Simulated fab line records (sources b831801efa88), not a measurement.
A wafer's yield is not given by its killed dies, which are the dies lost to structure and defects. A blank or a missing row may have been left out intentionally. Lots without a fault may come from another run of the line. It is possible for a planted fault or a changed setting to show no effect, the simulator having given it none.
Chamber matching ; flow gf180mcu ; GF_V2_CMP_04 on cmp-01 has 4 sister chambers
The step polishes SiO2. 8 wafers are shown with their chamber, then 8 later ones without.

## WAFERS, EACH WITH ITS CHAMBER
wafer;chamber;motor-current-A (A);time-to-endpoint-s (s)
L219.5;3;13.9;81
L221.1;3;14.3;73
L222.4;2;11.2;75
L222.6;1;12.3;75
L225.1;0;10.8;82
L225.3;2;10.4;76
L225.6;0;11.0;83
L226.2;1;12.8;79

## WAFERS MISSING THEIR CHAMBER
wafer;motor-current-A (A);time-to-endpoint-s (s)
L226.4;13.4;86
L226.5;13.1;83
L232.1;13.1;77
L232.2;10.5;77
L232.5;11.3;83
L235.3;13.3;87
L235.4;10.8;88
L235.5;10.3;92

## WHICH CHAMBER EACH ONE RAN IN
wafer;from the rows above;in truth
L226.4;can't be placed: 3 or 1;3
L226.5;can't be placed: 1 or 3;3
L232.1;can't be placed: 1 or 3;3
L232.2;can't be placed: 2 or 0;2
L232.5;can't be placed: 0 or 2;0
L235.3;can't be placed: 1 or 3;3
L235.4;0;0
L235.5;can't be placed: 0 or 2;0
1 of 8 placed correctly. From these rows, 7 cannot be placed; in 7 the true chamber is one of the candidates. Placed wrongly: 0.
How it was worked out, from the rows above alone: a wafer's distance from a chamber is the root of the sum, over the readings, of the square of ((its reading less the chamber's mean) divided by the reading's scatter). If the next closest chamber is less than 2 further off than the closest, the wafer can't be placed; otherwise it belongs to the closest. For every chamber, the mean is computed from those of its wafers that are shown. The scatter: the root of (the sum of the squares of (reading less its chamber's mean) over the shown wafers, divided by (wafers less chambers)).
